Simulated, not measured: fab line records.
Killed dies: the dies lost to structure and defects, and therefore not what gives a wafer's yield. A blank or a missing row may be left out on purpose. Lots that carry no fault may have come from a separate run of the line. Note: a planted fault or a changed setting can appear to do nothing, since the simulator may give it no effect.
What tool caused it? | flow gf180mcu | 12 lots, 36 wafers sampled, at 6 steps of a route of 602

== WHAT EACH GAUGE READ, for each wafer ==
GF_STI_THK_MEAS_02. Usual: STI_OXIDATION_THK typically reads 10.04 nm, with standard deviation 0.2.
lot  | measured    | on            | STI_OXIDATION_THK (nm) | flag
L113 | day 1 12:06 | film-metro-02 | 10.06 10.15 10.39      |
L114 | day 1 16:31 | film-metro-03 | 9.85 9.88 10.04        |
L116 | day 2 02:37 | film-metro-01 | 10.25 10.34 10.43      |
L124 | day 3 19:07 | film-metro-02 | 10.00 10.18 10.21      |
L125 | day 3 23:31 | film-metro-01 | 9.94 10.07 10.17       |
L126 | day 4 05:29 | film-metro-03 | 10.06 10.26 10.21      |
L127 | day 4 11:17 | film-metro-02 | 10.03 10.10 10.04      |
L128 | day 4 14:31 | film-metro-03 | 10.22 10.40 10.24      |
L130 | day 5 00:59 | film-metro-02 | 9.72 9.92 9.93         |
L133 | day 5 22:53 | film-metro-01 | 10.04 9.89 9.95        |
L134 | day 5 22:53 | film-metro-02 | 9.74 9.87 9.83         |
L136 | day 6 08:42 | film-metro-03 | 9.78 9.99 9.80         |

GF_STI_THK_MEAS_04. Usual: STI_CVD_03_THK typically reads 206.9 nm, with standard deviation 1.8.
lot  | measured    | on            | STI_CVD_03_THK (nm)                 | flag
L113 | day 1 16:38 | film-metro-01 | 208.1 206.9 208.9                   |
L114 | day 1 19:37 | film-metro-03 | 206.4 206.6 207.8                   |
L116 | day 2 04:40 | film-metro-03 | 204.0 204.8 204.6                   |
L124 | day 3 21:10 | film-metro-03 | 157.0 157.7 158.2 156.9 157.8 158.3 | OFF
L125 | day 4 01:34 | film-metro-01 | 204.4 203.4 204.6                   |
L126 | day 4 07:32 | film-metro-02 | 205.7 206.4 205.1                   |
L127 | day 4 13:19 | film-metro-02 | 204.2 205.2 205.3                   |
L128 | day 4 16:34 | film-metro-01 | 206.4 208.2 207.5                   |
L130 | day 5 03:02 | film-metro-02 | 205.4 206.9 207.3                   |
L133 | day 6 00:56 | film-metro-02 | 207.5 209.0 207.5                   |
L134 | day 6 00:56 | film-metro-03 | 208.6 209.2 210.2                   |
L136 | day 6 10:45 | film-metro-01 | 205.9 206.8 206.2                   |

GF_LVPWELL_OVL_MEAS_07. Usual: LVPWELL_OVL typically reads -0.1 nm, with standard deviation 1.2.
lot  | measured    | on         | LVPWELL_OVL (nm) | flag
L113 | day 3 23:19 | overlay-01 | 1.2 1.2 -0.5     |
L114 | day 4 04:22 | overlay-01 | -0.5 -0.6 1.6    |
L116 | day 4 12:28 | overlay-02 | 2.2 1.4 1.6      |
L124 | day 6 10:07 | overlay-02 | 1.0 -0.1 0.8     |
L125 | day 6 12:34 | overlay-02 | 1.0 0.0 -1.6     |
L126 | day 6 23:10 | overlay-01 | -1.8 -0.5 -0.8   |
L127 | day 7 09:28 | overlay-01 | -0.2 0.9 -0.5    |
L128 | day 7 09:37 | overlay-02 | 0.7 2.0 1.6      |
L130 | day 7 23:43 | overlay-02 | 0.1 1.3 0.1      |
L133 | day 8 20:49 | overlay-01 | 1.1 2.1 0.8      |
L134 | day 8 20:00 | overlay-01 | -0.7 0.9 -0.3    |
L136 | day 9 08:49 | overlay-02 | 1.8 -0.8 -0.1    |

GF_VT_IMPLANT_TW_MEAS_10. Usual: VT_IMPLANT_TW typically reads 561, with standard deviation 4.6.
lot  | measured     | on            | VT_IMPLANT_TW | flag
L113 | day 5 17:23  | film-metro-04 | 571 569 571   |
L114 | day 5 23:34  | film-metro-03 | 557 556 558   |
L116 | day 6 07:00  | film-metro-03 | 561 559 563   |
L124 | day 8 10:29  | film-metro-03 | 560 563 558   |
L125 | day 8 13:20  | film-metro-02 | 558 555 555   |
L126 | day 9 00:46  | film-metro-02 | 555 556 556   |
L127 | day 9 11:39  | film-metro-04 | 564 565 565   |
L128 | day 9 11:42  | film-metro-03 | 558 554 558   |
L130 | day 10 04:35 | film-metro-02 | 558 557 557   |
L133 | day 11 02:10 | film-metro-02 | 555 554 555   |
L134 | day 11 00:53 | film-metro-03 | 558 557 560   |
L136 | day 11 16:28 | film-metro-04 | 569 568 568   |

== TOOL THAT RAN EACH LOT (tool first, then ch and the chambers of the sampled wafers, then the start) ==
lot  | GF_STI_CVD_03              | GF_STI_ETCH_13
L113 | lpcvd-01 ch 0, day 1 12:10 | rie-diel-02 ch 0,3, day 2 04:31
L114 | lpcvd-01 ch 0, day 1 16:38 | rie-diel-03 ch 0,1, day 2 07:44
L116 | lpcvd-01 ch 1, day 2 02:40 | rie-diel-03 ch 0,1,2, day 2 17:35
L124 | lpcvd-01 ch 0, day 3 19:11 | rie-diel-01 ch 0,3, day 4 10:58
L125 | lpcvd-01 ch 1, day 3 23:34 | rie-diel-01 ch 0,2,3, day 4 15:04
L126 | lpcvd-01 ch 1, day 4 05:31 | rie-diel-01 ch 0,2,3, day 4 21:31
L127 | lpcvd-02 ch 0, day 4 11:20 | rie-diel-02 ch 2,3, day 5 03:07
L128 | lpcvd-02 ch 1, day 4 14:34 | rie-diel-03 ch 0,2,3, day 5 06:49
L130 | lpcvd-02 ch 1, day 5 01:02 | rie-diel-02 ch 1,2,3, day 5 16:14
L133 | lpcvd-02 ch 1, day 5 22:56 | rie-diel-03 ch 1,2, day 6 14:58
L134 | lpcvd-02 ch 0, day 5 22:56 | rie-diel-02 ch 0,2,3, day 6 14:58
L136 | lpcvd-02 ch 1, day 6 08:45 | rie-diel-03 ch 1,2,3, day 7 01:41
- GF_STI_CVD_03: deposits Si3N4 from DCS/NH3, target thk 207.16 nm, time 3551 s.
- GF_STI_ETCH_13: etches the open film in CHF3/O2, stops on Si, target depth 282.31 nm, time 112.9 s.

== WHAT THE TOOLS THEMSELVES READ (means of the sampled wafers that have a number; where no wafer has one, the mark that the record gives instead) ==
GF_STI_CVD_03. Usual: susceptor-temp-C 770.0 C, standard deviation 0.35; zone-power-bottom-pct 20.5 %, standard deviation 2.3.
lot  | tool     | susceptor-temp-C (C) | zone-power-bottom-pct (%) | flag
L113 | lpcvd-01 | 769.8                | 23.0                      |
L114 | lpcvd-01 | 770.1                | 23.1                      |
L116 | lpcvd-01 | 769.6                | 17.0                      |
L124 | lpcvd-01 | 769.8                | 23.0                      |
L125 | lpcvd-01 | 770.5                | 17.0                      |
L126 | lpcvd-01 | 770.2                | 16.8                      |
L127 | lpcvd-02 | 770.1                | 19.1                      |
L128 | lpcvd-02 | 769.6                | 21.2                      |
L130 | lpcvd-02 | 770.3                | 21.7                      |
L133 | lpcvd-02 | 770.1                | 21.3                      |
L134 | lpcvd-02 | 769.7                | 19.2                      |
L136 | lpcvd-02 | 769.9                | 21.5                      |

GF_STI_ETCH_13. Usual: drypump-motor-current-A 5.9 A, standard deviation 0.4; oes-product-au 0.832 a.u., standard deviation 0.0062; throttle-valve-pct 8.810 %, standard deviation 0.0095.
lot  | tool        | drypump-motor-current-A (A) | oes-product-au (a.u.) | throttle-valve-pct (%) | flag
L113 | rie-diel-02 | 6.4                         | 0.835                 | 8.806                  |
L114 | rie-diel-03 | 5.7                         | 0.833                 | 8.802                  |
L116 | rie-diel-03 | 6.0                         | 0.824                 | 8.814                  |
L124 | rie-diel-01 | 5.8                         | 0.724                 | 8.781                  | OFF
L125 | rie-diel-01 | 5.7                         | 0.826                 | 8.815                  |
L126 | rie-diel-01 | 5.6                         | 0.829                 | 8.811                  |
L127 | rie-diel-02 | 6.4                         | 0.830                 | 8.802                  |
L128 | rie-diel-03 | 5.9                         | 0.832                 | 8.814                  |
L130 | rie-diel-02 | 6.1                         | 0.829                 | 8.812                  |
L133 | rie-diel-03 | 6.0                         | 0.833                 | 8.816                  |
L134 | rie-diel-02 | 6.4                         | 0.838                 | 8.810                  |
L136 | rie-diel-03 | 5.9                         | 0.837                 | 8.809                  |

== THE ANSWER, worked out from the rows above alone ==
Rule: take the mean of a lot's wafers that have a number; if it is more than 3 standard deviations from the usual mean, the lot is off. A lot without any number at a reading at which 4 lots or more have one is off too. The other lots that the step has rows for count as sound. The gauges are gone through in route order, then the tools' own readings, and for those a lot's mean is taken as printed above. At the first step where some lot is off, the reading lying furthest off is the one used; lots without a number count as furthest.
Off: L124, at GF_STI_THK_MEAS_04 (STI_CVD_03_THK).
A tool fits if, at a process step before that reading, it ran every lot that is off, and no sound lot after the first of them. Not tried: the gauges at GF_STI_THK_MEAS_04; whatever is off there is also off at GF_STI_ETCH_13, on other tools, and gauge error can't account for it. None of those tried fits.

== WHAT THE SIMULATOR HAD PUT IN ==
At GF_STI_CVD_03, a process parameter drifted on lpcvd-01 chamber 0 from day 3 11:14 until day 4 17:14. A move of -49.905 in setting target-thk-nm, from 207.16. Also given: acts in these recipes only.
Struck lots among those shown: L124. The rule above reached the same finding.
